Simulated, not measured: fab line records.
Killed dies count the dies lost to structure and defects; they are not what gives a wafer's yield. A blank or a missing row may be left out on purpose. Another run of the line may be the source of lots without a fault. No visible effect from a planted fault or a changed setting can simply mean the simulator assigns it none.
fab line records | flow sky130
[record] lots = 6 | wafers = 18 | last-day = 50
route steps=708 shown SD_N@344 SD_P@359 RES_XHIGH@360 PAD_OPEN@708
lots with no fault: from the same line, run without faults
start-h: start of the lot's first displayed wafer, in hours after the record's first day | wait-h: hours elapsed since this lot's preceding step | " the same as in the row above | L1.1+2: a row that stands for several wafers | - no value present, or no start provided | * or withheld: withheld | < > ~ a bound
route shown NAME@n: names a module that has steps shown in the file, with the first one's number in the route | usual: mean and standard deviation over wafers with no fault | same: alike in all rows | chamber/n: place in a boat | sites: each site's reading | _std_site: their standard deviation | _edge_site: outer sites' mean less inner sites' | radius-mm: how far each site lies from the wafer's centre | mask NAME#n: copy n | behind: the last tool/chamber to shape the wafer | hold: cause of the lot's hold/its duration in hours/its outcome | device: which transistor (n, p or np) failed to switch | end of line: at the end of the route, the tests of the same wafers | a step without rows: its recipe alone | killed: dies lost to structure and defects at the first sort, not the wafer's yield | map: a wafer's dies, marking killed ones x, the rest . and places with no die _
set.NAME: the setting as run; set.NAME@STEP: as run at that earlier step | model.NAME: the simulator's own value behind a step, which no gauge read
certain route steps with their lots: each step a table, each wafer a row
services: a tool's chamber out of use, with start hour (start-h, from the record's first day; less than 0 if before it), hours out, and reason
[[steps]]
[step SKY_SD_N_COAT_02]
[recipe] resist = NOVOLAK | spin-rpm = 3000 | resist-thk-nm = 1140
[step SKY_SD_N_SOFTBAKE_03]
[recipe] temp-c = 90 | time-s = 60 | resist = NOVOLAK
[step SKY_SD_N_EXPOSE_04]
[recipe] mask-id = NSDM | na = 0.6 | source-shape = conventional | sigma-outer = 0.6 | polarization = unpolarized | target-cd-nm = 380 | dose-mj = 141
[step SKY_SD_N_PEB_05]
[recipe] temp-c = withheld | time-s = * | resist = NOVOLAK
[step SKY_SD_N_DEVELOP_06]
[recipe] resist = NOVOLAK | developer = TMAH | develop-time-s = 60 | dev-temp-c = 23
[step SKY_SD_N_CD_MEAS_07]
[recipe] target-cd-nm = 380
[usual] cd-nm = 379.8/2.4
lot.wafer | tool      | chamber | start-h | wait-h | cd-nm
L208.1    | cd-sem-02 | -       | 681.67  | 0.1    | 379.0
L208.4    | "         | -       | "       | "      | 380.4
L208.6    | "         | -       | "       | "      | 377.8
L210.2    | cd-sem-02 | -       | 684.14  | 0.1    | 380.2
L210.3    | "         | -       | "       | "      | 382.0
L210.4    | "         | -       | "       | "      | 381.8
L219.1    | cd-sem-01 | -       | 751.92  | 0.1    | 378.3
L219.3    | "         | -       | "       | "      | 376.9
L219.5    | "         | -       | "       | "      | 378.7
L221.1    | cd-sem-02 | -       | 767.32  | 0.1    | 377.2
L221.4    | "         | -       | "       | "      | 379.2
L221.5    | "         | -       | "       | "      | 377.6
L224.2    | cd-sem-01 | -       | 793.31  | 0.1    | 381.1
L224.4    | "         | -       | "       | "      | 381.9
L224.5    | "         | -       | "       | "      | 380.9
L228.2    | cd-sem-02 | -       | 820.39  | 0.1    | 381.3
L228.4    | "         | -       | "       | "      | 376.6
L228.6    | "         | -       | "       | "      | 379.1
[step SKY_SD_N_OVL_MEAS_08]
[usual] SD_N_OVL = 0.5/1.4
lot.wafer | tool       | chamber | start-h | wait-h | SD_N_OVL[nm]
L208.1    | overlay-01 | -       | 681.79  | 0.1    | 1.2
L208.4    | "          | -       | "       | "      | 0.9
L208.6    | "          | -       | "       | "      | -0.6
L210.2    | overlay-01 | -       | 684.25  | 0.1    | -2.0
L210.3    | "          | -       | "       | "      | 0.0
L210.4    | "          | -       | "       | "      | -0.9
L219.1    | overlay-01 | -       | 752.04  | 0.1    | -0.4
L219.3    | "          | -       | "       | "      | 0.8
L219.5    | "          | -       | "       | "      | 0.9
L221.1    | overlay-01 | -       | 767.44  | 0.1    | 1.6
L221.4    | "          | -       | "       | "      | -0.3
L221.5    | "          | -       | "       | "      | 3.4
L224.2    | overlay-02 | -       | 793.42  | 0.1    | 0.7
L224.4    | "          | -       | "       | "      | 0.5
L224.5    | "          | -       | "       | "      | 4.1
L228.2    | overlay-01 | -       | 820.50  | 0.1    | -3.1
L228.4    | "          | -       | "       | "      | 0.9
L228.6    | "          | -       | "       | "      | -1.1
[step SKY_SD_N_IMPLANT_09]
[recipe] species = As | energy-kev = 50 | dose-cm2 = 4e+15 | tilt-deg = 0
[step SKY_SD_N_IMPLANT_10]
[recipe] species = P | energy-kev = 20 | dose-cm2 = 1e+14 | tilt-deg = 0
[step SKY_SD_N_STRIP_11]
[recipe] chemistry = O2/N2 | power-w = 1400 | pressure-mtorr = 1500 | platen-temp-c = withheld | o2-flow-sccm = 3000 | n2-flow-sccm = 300 | overash-fraction = 0.5
[usual] drypump-motor-current-A = 5.9/0.53 | oes-product-au = 0.528/0.0046 | strip-time-to-endpoint-s = 22.57/0.046
[same] overash-fraction = 0.5
lot.wafer | tool            | chamber | start-h | wait-h | drypump-motor-current-A | oes-product-au | rf-hours-counter-h | strip-time-to-endpoint-s
L208.1    | plasma-asher-03 | 0       | 682.13  | 0.1    | 6.3                     | 0.528          | 86                 | 22.56
L208.4    | "               | 1       | "       | "      | 6.5                     | 0.529          | -                  | 22.55
L208.6    | "               | 0       | "       | "      | 6.3                     | 0.528          | -                  | 22.56
L210.2    | plasma-asher-01 | 0       | 684.58  | 0.1    | 5.2                     | 0.527          | 55                 | 22.55
L210.3    | "               | 1       | "       | "      | 5.7                     | 0.533          | -                  | 22.53
L210.4    | "               | 0       | "       | "      | 5.2                     | 0.524          | -                  | 22.56
L219.1    | plasma-asher-01 | 0       | 752.38  | 0.1    | 5.2                     | 0.529          | 63                 | 22.49
L219.3    | "               | 0       | "       | "      | 5.2                     | 0.527          | -                  | 22.46
L219.5    | "               | 0       | "       | "      | 5.2                     | 0.532          | -                  | 22.52
L221.1    | plasma-asher-01 | 1       | 767.78  | 0.1    | 5.7                     | 0.532          | 65                 | 22.55
L221.4    | "               | 0       | "       | "      | 5.1                     | 0.532          | -                  | 22.53
L221.5    | "               | 1       | "       | "      | 5.7                     | 0.526          | -                  | 22.51
L224.2    | plasma-asher-01 | 1       | 793.75  | 0.1    | 5.7                     | 0.528          | 67                 | 22.59
L224.4    | "               | 0       | "       | "      | 5.2                     | 0.526          | -                  | 22.60
L224.5    | "               | 1       | "       | "      | 5.7                     | 0.522          | -                  | 22.60
L228.2    | plasma-asher-03 | 1       | 820.83  | 0.1    | 6.5                     | 0.529          | 101                | 22.57
L228.4    | "               | 1       | "       | "      | 6.5                     | 0.532          | -                  | 22.56
L228.6    | "               | 0       | "       | "      | 6.3                     | 0.526          | -                  | 22.54
[step SKY_SD_N_TW_MEAS_12]
[usual] SD_N_TW = 4011/68
lot.wafer | tool          | chamber | start-h | wait-h | SD_N_TW
L208.1    | film-metro-04 | -       | 682.23  | 0.1    | 4027
L208.4    | "             | -       | "       | "      | 4038
L208.6    | "             | -       | "       | "      | 4033
L210.2    | film-metro-04 | -       | 684.69  | 0.1    | 4043
L210.3    | "             | -       | "       | "      | 4066
L210.4    | "             | -       | "       | "      | 4038
L219.1    | film-metro-02 | -       | 752.48  | 0.1    | 4022
L219.3    | "             | -       | "       | "      | 4007
L219.5    | "             | -       | "       | "      | 4020
L221.1    | film-metro-02 | -       | 767.88  | 0.1    | 3979
L221.4    | "             | -       | "       | "      | 3998
L221.5    | "             | -       | "       | "      | 4002
L224.2    | film-metro-04 | -       | 793.86  | 0.1    | 4114
L224.4    | "             | -       | "       | "      | 4092
L224.5    | "             | -       | "       | "      | 4091
L228.2    | film-metro-04 | -       | 820.94  | 0.1    | 4065
L228.4    | "             | -       | "       | "      | 4056
L228.6    | "             | -       | "       | "      | 4074
[step SKY_SD_N_CLEAN_13]
[recipe] chemistry = SC1/SC2 | mix = 1:4:20 | temp-c = 70 | time-s = 150 | dry = n2-spin
[step SKY_SD_N_RTA_14]
[recipe] temp-c = 1075 | time-s = 2 | idle-temp-c = 650 | ramp-up-c-per-s = 150 | ramp-down-c-per-s = 90 | ambient = N2
[usual] lamp-power-pct = 15.74/0.048 | ramp-up-c-per-s = 150.00/0.028 | wafer_temp_C_max = 1078.1/1.4
lot.wafer | tool          | chamber | start-h | wait-h | lamp-power-pct | ramp-up-c-per-s | wafer_temp_C_max
L208.1    | rtp-anneal-02 | 0       | 682.34  | 0.0    | 15.71          | 149.99          | 1077.1
L208.4    | "             | 0       | "       | "      | 15.77          | 150.02          | 1076.2
L208.6    | "             | 0       | "       | "      | 15.72          | 149.93          | 1078.4
L210.2    | rtp-anneal-01 | 0       | 684.80  | 0.0    | 15.81          | 149.98          | 1078.5
L210.3    | "             | 0       | "       | "      | 15.74          | 150.03          | 1076.1
L210.4    | "             | 0       | "       | "      | 15.75          | 149.97          | 1079.1
L219.1    | rtp-anneal-01 | 0       | 752.59  | 0.0    | 15.76          | 150.03          | 1086.2
L219.3    | "             | 0       | "       | "      | 15.75          | 149.99          | 1086.0
L219.5    | "             | 0       | "       | "      | 15.85          | 150.01          | 1086.0
L221.1    | rtp-anneal-01 | 0       | 767.99  | 0.0    | 15.80          | 150.04          | 1084.5
L221.4    | "             | 0       | "       | "      | 15.78          | 150.02          | 1085.5
L221.5    | "             | 0       | "       | "      | 15.81          | 150.02          | 1086.8
L224.2    | rtp-anneal-02 | 0       | 793.97  | 0.0    | 15.68          | 150.03          | 1079.7
L224.4    | "             | 0       | "       | "      | 15.76          | 150.04          | 1076.1
L224.5    | "             | 0       | "       | "      | 15.72          | 150.00          | 1078.4
L228.2    | rtp-anneal-02 | 0       | 821.05  | 0.0    | 15.82          | 149.97          | 1077.6
L228.4    | "             | 0       | "       | "      | 15.73          | 149.98          | 1077.9
L228.6    | "             | 0       | "       | "      | 15.70          | 150.00          | 1078.9
[step SKY_SD_N_RS_MEAS_16]
[recipe] thk-meas-gauge = four-point-probe
[usual] SD_N_RS = 68.56/0.12
lot.wafer | tool          | chamber | start-h | wait-h | SD_N_RS[ohm/sq]
L208.1    | film-metro-02 | -       | 682.51  | 0.1    | 68.55
L208.4    | "             | -       | "       | "      | 68.59
L208.6    | "             | -       | "       | "      | 68.58
L210.2    | film-metro-04 | -       | 684.98  | 0.1    | 68.41
L210.3    | "             | -       | "       | "      | 68.34
L210.4    | "             | -       | "       | "      | 68.37
L219.1    | film-metro-01 | -       | 752.76  | 0.1    | 67.20
L219.3    | "             | -       | "       | "      | 67.29
L219.5    | "             | -       | "       | "      | 67.34
L221.1    | film-metro-01 | -       | 768.16  | 0.1    | 67.34
L221.4    | "             | -       | "       | "      | 67.32
L221.5    | "             | -       | "       | "      | 67.34
L224.2    | film-metro-01 | -       | 794.15  | 0.1    | 68.37
L224.4    | "             | -       | "       | "      | 68.50
L224.5    | "             | -       | "       | "      | 68.53
L228.2    | film-metro-02 | -       | 821.24  | 0.1    | 68.63
L228.4    | "             | -       | "       | "      | 68.66
L228.6    | "             | -       | "       | "      | 68.65
[step SKY_SD_N_RS_MEAS_17]
[recipe] thk-meas-gauge = four-point-probe
[usual] SD_P_RS = 147.1/0.34
lot.wafer | tool          | chamber | start-h | wait-h | SD_P_RS[ohm/sq]
L208.1    | film-metro-02 | -       | 682.63  | 0.1    | 147.3
L208.4    | "             | -       | "       | "      | 147.6
L208.6    | "             | -       | "       | "      | 147.5
L210.2    | film-metro-04 | -       | 685.10  | 0.1    | 146.5
L210.3    | "             | -       | "       | "      | 146.4
L210.4    | "             | -       | "       | "      | 146.3
L219.1    | film-metro-01 | -       | 752.88  | 0.1    | 140.4
L219.3    | "             | -       | "       | "      | 140.6
L219.5    | "             | -       | "       | "      | 140.4
L221.1    | film-metro-01 | -       | 768.28  | 0.1    | 140.2
L221.4    | "             | -       | "       | "      | 140.5
L221.5    | "             | -       | "       | "      | 140.3
L224.2    | film-metro-01 | -       | 794.27  | 0.1    | 147.2
L224.4    | "             | -       | "       | "      | 147.3
L224.5    | "             | -       | "       | "      | 147.0
L228.2    | film-metro-02 | -       | 821.36  | 0.1    | 147.3
L228.4    | "             | -       | "       | "      | 147.1
L228.6    | "             | -       | "       | "      | 147.3
[step SKY_SD_N_RS_MEAS_18]
[recipe] thk-meas-gauge = four-point-probe
[usual] RES_XHIGH_RS = 333.2/1.1
lot.wafer | tool          | chamber | start-h | wait-h | RES_XHIGH_RS[ohm/sq]
L208.1    | film-metro-02 | -       | 682.75  | 0.1    | 332.1
L208.4    | "             | -       | "       | "      | 331.4
L208.6    | "             | -       | "       | "      | 332.1
L210.2    | film-metro-04 | -       | 685.22  | 0.1    | 332.2
L210.3    | "             | -       | "       | "      | 333.2
L210.4    | "             | -       | "       | "      | 332.4
L219.1    | film-metro-01 | -       | 753.00  | 0.1    | 332.8
L219.3    | "             | -       | "       | "      | 331.3
L219.5    | "             | -       | "       | "      | 332.2
L221.1    | film-metro-01 | -       | 768.40  | 0.1    | 334.4
L221.4    | "             | -       | "       | "      | 334.4
L221.5    | "             | -       | "       | "      | 333.9
L224.2    | film-metro-01 | -       | 794.39  | 0.1    | 333.5
L224.4    | "             | -       | "       | "      | 334.2
L224.5    | "             | -       | "       | "      | 333.5
L228.2    | film-metro-02 | -       | 821.48  | 0.1    | 331.8
L228.4    | "             | -       | "       | "      | 331.4
L228.6    | "             | -       | "       | "      | 332.4
[step SKY_PAD_OPEN_PROBE_99]
[usual] killed_at_M0_to_M3 = 43/6.7 | killed_at_M4_up = 3.2/2.1 | killed-at-contacts = 25/5.9 | killed-at-front-end = 16/4.7 | killed-at-other = 0.3/0.54 | killed-dies = 87/9.8 | killed-open = 47/6.7 | killed-short = 40/6.5
[same] gross-dies = 492 | killed-at-back-side = 0
lot.wafer | tool      | chamber | start-h | wait-h | killed_at_M0_to_M3 | killed_at_M4_up | killed-at-contacts | killed-at-front-end | killed-at-other | killed-dies | killed-open | killed-short | model.etest.res-xhigh-po.line-ohm-um | model.etest.res-xhigh-po.rs-ohm-sq | model.etest.res-pdiff.line-ohm-um | model.etest.res-high-po.line-ohm-um | model.etest.licon-high-po.rc-ohm | model.etest.res-high-po.rs-ohm-sq | model.etest.res-pdiff-hv.rs-ohm-sq | model.etest.res-pdiff.rs-ohm-sq
L208.1    | prober-01 | -       | 1106.25 | 0.1    | 57                 | 2               | 19                 | 23                  | 0               | 101         | 53          | 48           | 5681                                 | 2025                               | 1375                              | 734.6                               | 361.4                            | 261.4                             | 189.4                              | 196.4
L208.4    | prober-01 | -       | 1106.40 | 0.2    | 38                 | 2               | 25                 | 26                  | 1               | 92          | 41          | 51           | 5661                                 | 2004                               | 1337                              | 739.3                               | 340.1                            | 261.8                             | 190.8                              | 197
L208.6    | prober-01 | -       | 1106.50 | 0.2    | 40                 | 6               | 23                 | 19                  | 0               | 88          | 44          | 44           | 5789                                 | 1996                               | 1345                              | 755.6                               | 352.7                            | 261.6                             | 190                                | 197.4
L210.2    | prober-02 | -       | 1108.60 | 0.1    | 37                 | 1               | 31                 | 13                  | 0               | 82          | 47          | 35           | 5885                                 | 2057                               | 1400                              | 753.4                               | 369.2                            | 263                               | 192.5                              | 199.8
L210.3    | prober-02 | -       | 1108.65 | 0.2    | 41                 | 4               | 35                 | 15                  | 0               | 95          | 47          | 48           | 5669                                 | 2020                               | 1388                              | 718.2                               | 347.6                            | 262.4                             | 191.4                              | 199.3
L210.4    | prober-02 | -       | 1108.70 | 0.2    | 40                 | 4               | 31                 | 16                  | 1               | 92          | 46          | 46           | 5765                                 | 1998                               | 1399                              | 745.3                               | 352.5                            | 260.4                             | 192.7                              | 200.1
L219.1    | prober-01 | -       | 1153.70 | 0.1    | 48                 | 0               | 17                 | 19                  | 2               | 86          | 50          | 34           | 5108                                 | 1756                               | 1322                              | 683.3                               | 303.3                            | 236.5                             | 179                                | 183.9
L219.3    | prober-01 | -       | 1153.80 | 0.2    | 55                 | 3               | 28                 | 10                  | 0               | 96          | 55          | 41           | 5112                                 | 1821                               | 1313                              | 679.4                               | 314.2                            | 242                               | 180.1                              | 185.8
L219.5    | prober-01 | -       | 1153.90 | 0.2    | 35                 | 2               | 26                 | 8                   | 1               | 72          | 34          | 36           | 5236                                 | 1805                               | 1302                              | 694.9                               | 311.5                            | 240.1                             | 179.6                              | 186.4
L221.1    | prober-01 | -       | 1166.33 | 0.1    | 35                 | 4               | 22                 | 22                  | 0               | 83          | 45          | 38           | 5314                                 | 1850                               | 1356                              | 700.3                               | 314.5                            | 242.8                             | 184                                | 190.8
L221.4    | prober-01 | -       | 1166.48 | 0.2    | 41                 | 1               | 28                 | 15                  | 0               | 85          | 54          | 31           | 5318                                 | 1865                               | 1340                              | 688.8                               | 314.4                            | 243.3                             | 184.7                              | 190.7
L221.5    | prober-01 | -       | 1166.53 | 0.2    | 33                 | 0               | 31                 | 3                   | 0               | 67          | 41          | 26           | 5417                                 | 1889                               | 1327                              | 707.2                               | 320.5                            | 245.9                             | 186.4                              | 191.6
L224.2    | prober-02 | -       | 1182.03 | 0.1    | 41                 | 5               | 20                 | 17                  | 0               | 83          | 45          | 37           | 6083                                 | 2125                               | 1366                              | 749.9                               | 360.3                            | 266.8                             | 191.1                              | 195.3
L224.4    | prober-02 | -       | 1182.13 | 0.2    | 43                 | 6               | 20                 | 11                  | 1               | 81          | 42          | 39           | 5657                                 | 1984                               | 1359                              | 758.3                               | 359.7                            | 257.7                             | 189.5                              | 196.4
L224.5    | prober-02 | -       | 1182.18 | 0.2    | 35                 | 1               | 20                 | 20                  | 0               | 76          | 40          | 36           | 6157                                 | 2125                               | 1358                              | 760.9                               | 355.9                            | 265.6                             | 189.2                              | 195.4
L228.2    | prober-02 | -       | 1199.00 | 0.1    | 59                 | 2               | 32                 | 10                  | 0               | 103         | 56          | 47           | 5409                                 | 1918                               | 1357                              | 722.1                               | 347.8                            | 255.6                             | 191.7                              | 198.5
L228.4    | prober-02 | -       | 1199.10 | 0.2    | 28                 | 0               | 27                 | 14                  | 2               | 71          | 35          | 36           | 5667                                 | 1948                               | 1380                              | 754                                 | 347.7                            | 261.1                             | 192.3                              | 197.5
L228.6    | prober-02 | -       | 1199.20 | 0.2    | 37                 | 3               | 25                 | 25                  | 1               | 91          | 52          | 39           | 5543                                 | 1906                               | 1371                              | 735.7                               | 339.8                            | 256.1                             | 193.4                              | 200.5
// killed by level:class
L208.1 VIA1:geometric-particle:open=18 METAL2:geometric-particle:short=10 FIELD_ISO:geometric-particle:open=9 VIA1:geometric-particle:short=6 LOCAL_INTERCONNECT:geometric-particle:short=5 FIELD_ISO:geometric-particle:short=4 LI_CONTACT:geometric-particle:open=4 CONTACT:geometric-particle:short=4
L208.4 VIA1:geometric-particle:open=9 VIA1:geometric-particle:short=9 POLY_GATE:geometric-particle:open=7 SPACER:geometric-particle:short=7 LI_CONTACT:geometric-particle:short=6 CONTACT:geometric-particle:open=6 FIELD_ISO:geometric-particle:short=5 CONTACT:geometric-particle:short=5
L208.6 LI_CONTACT:geometric-particle:open=9 VIA1:geometric-particle:open=8 FIELD_ISO:geometric-particle:short=7 VIA2:geometric-particle:open=6 VIA1:geometric-particle:short=6 FIELD_ISO:geometric-particle:open=5 CONTACT:geometric-particle:open=5 METAL1:geometric-particle:short=5
L210.2 CONTACT:geometric-particle:open=10 LI_CONTACT:geometric-particle:open=8 VIA1:geometric-particle:open=8 METAL1:geometric-particle:short=7 CONTACT:geometric-particle:short=6 VIA2:geometric-particle:open=5 POLY_GATE:geometric-particle:open=4 LI_CONTACT:geometric-particle:short=4
L210.3 VIA1:geometric-particle:open=11 LI_CONTACT:geometric-particle:open=10 LI_CONTACT:geometric-particle:short=7 LOCAL_INTERCONNECT:geometric-particle:short=7 VIA2:geometric-particle:open=7 FIELD_ISO:geometric-particle:short=5 CONTACT:geometric-particle:short=5 METAL2:geometric-particle:short=5
L210.4 CONTACT:geometric-particle:open=14 METAL1:geometric-particle:short=10 VIA1:geometric-particle:open=7 LOCAL_INTERCONNECT:geometric-particle:short=6 POLY_GATE:geometric-particle:short=5 LI_CONTACT:geometric-particle:open=5 VIA3:geometric-particle:open=5 VIA2:geometric-particle:short=5
L219.1 VIA1:geometric-particle:open=15 VIA2:geometric-particle:open=8 VIA3:geometric-particle:short=6 FIELD_ISO:geometric-particle:open=5 CONTACT:geometric-particle:open=5 VIA3:geometric-particle:open=5 CONTACT:geometric-particle:short=4 VIA2:geometric-particle:short=4
L219.3 CONTACT:geometric-particle:open=12 VIA1:geometric-particle:open=11 VIA2:geometric-particle:open=10 LI_CONTACT:geometric-particle:open=8 METAL1:geometric-particle:short=8 VIA3:geometric-particle:open=6 VIA1:geometric-particle:short=5 POLY_GATE:geometric-particle:short=4
L219.5 CONTACT:geometric-particle:open=8 LOCAL_INTERCONNECT:geometric-particle:short=7 VIA1:geometric-particle:open=7 VIA2:geometric-particle:short=6 LI_CONTACT:geometric-particle:open=5 VIA2:geometric-particle:open=4 METAL1:geometric-particle:short=4 VIA1:geometric-particle:short=4
L221.1 LI_CONTACT:geometric-particle:open=10 VIA1:geometric-particle:open=9 POLY_GATE:geometric-particle:short=8 POLY_GATE:geometric-particle:open=6 METAL3:geometric-particle:short=6 VIA1:geometric-particle:short=5 VIA2:geometric-particle:open=5 LI_CONTACT:geometric-particle:short=4
L221.4 CONTACT:geometric-particle:open=12 VIA1:geometric-particle:open=12 VIA3:geometric-particle:open=8 LOCAL_INTERCONNECT:geometric-particle:short=8 LI_CONTACT:geometric-particle:open=6 VIA2:geometric-particle:open=6 METAL1:geometric-particle:short=5 POLY_GATE:geometric-particle:short=4
L221.5 VIA1:geometric-particle:open=14 CONTACT:geometric-particle:open=12 LI_CONTACT:geometric-particle:open=8 CONTACT:geometric-particle:short=5 METAL1:geometric-particle:short=5 METAL2:geometric-particle:short=5 LI_CONTACT:geometric-particle:short=3 VIA3:geometric-particle:short=3
L224.2 VIA3:geometric-particle:open=12 POLY_GATE:geometric-particle:short=7 CONTACT:geometric-particle:open=7 VIA1:geometric-particle:open=7 CONTACT:geometric-particle:short=6 POLY_GATE:geometric-particle:open=5 VIA2:geometric-particle:open=5 VIA2:geometric-particle:short=4
L224.4 VIA2:geometric-particle:open=7 CONTACT:geometric-particle:open=7 METAL1:geometric-particle:short=7 METAL2:geometric-particle:short=6 VIA1:geometric-particle:open=6 CONTACT:geometric-particle:short=5 VIA3:geometric-particle:open=4 LI_CONTACT:geometric-particle:open=4
L224.5 VIA1:geometric-particle:open=7 POLY_GATE:geometric-particle:open=6 CONTACT:geometric-particle:short=6 VIA2:geometric-particle:open=6 FIELD_ISO:geometric-particle:short=5 POLY_GATE:geometric-particle:short=5 CONTACT:geometric-particle:open=5 LI_CONTACT:geometric-particle:open=4
L228.2 VIA1:geometric-particle:open=16 LI_CONTACT:geometric-particle:open=10 CONTACT:geometric-particle:open=10 VIA2:geometric-particle:open=9 METAL2:geometric-particle:short=6 CONTACT:geometric-particle:short=5 METAL1:geometric-particle:short=5 VIA1:geometric-particle:short=5
L228.4 VIA1:geometric-particle:open=10 CONTACT:geometric-particle:open=8 POLY_GATE:geometric-particle:open=5 CONTACT:geometric-particle:short=5 VIA1:geometric-particle:short=5 FIELD_ISO:geometric-particle:short=4 POLY_GATE:geometric-particle:short=4 LI_CONTACT:geometric-particle:open=4
L228.6 LI_CONTACT:geometric-particle:open=11 VIA1:geometric-particle:open=8 VIA2:geometric-particle:open=8 POLY_GATE:geometric-particle:short=7 POLY_GATE:geometric-particle:open=5 VIA1:geometric-particle:short=5 LOCAL_INTERCONNECT:geometric-particle:short=5 CONTACT:geometric-particle:open=5
[[services]]
tool            | chamber | start-h | hours | kind
rtp-anneal-02   | -       | 705.37  | 5.2   | pm
plasma-asher-01 | -       | 755.24  | 1.5   | repair
plasma-asher-03 | -       | 766.98  | 2.8   | pm
plasma-asher-01 | -       | 818.45  | 2.8   | pm
[[key]]
[first-sign] step = SKY_SD_N_RTA_14 | reading = wafer_temp_C_max | direction = up | sigmas = 5.7 | usual = * | struck = *
[effect] step = SKY_SD_N_RS_MEAS_16 | reading = SD_N_RS | direction = down | sigmas = 11 | usual = 68.56 | struck = 67.31
[effect] step = SKY_SD_N_RS_MEAS_17 | reading = SD_P_RS | direction = down | sigmas = 20 | usual = 147.1 | struck = 140.4
[model-effect] step = SKY_PAD_OPEN_PROBE_99 | value = etest.res-xhigh-po.line-ohm-um | without = 5639 | struck = 5251
met-at SKY_SD_N_RTA_14
struck-wafers L219.1,L219.3,L219.5,L221.1,L221.4,L221.5
tester-left-out L219,L221
onset-between 684.80 752.59
[fault] kind = process-parameter-drift | tool = rtp-anneal-01 | chamber = - | onset-h = 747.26 | steps = SKY_SD_N_RTA_14 | channel = temp-c | offset = * | shape = step | end-h = 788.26 | acts-in = * | stated = *
// tester-left-out: of these lots the tester's yield and bins aren't shown, on N5 and GAA mostly nor the transistor test; their killed dies are dies lost to structure and defects alone, not to doping, threshold or leakage, so they don't give the yield
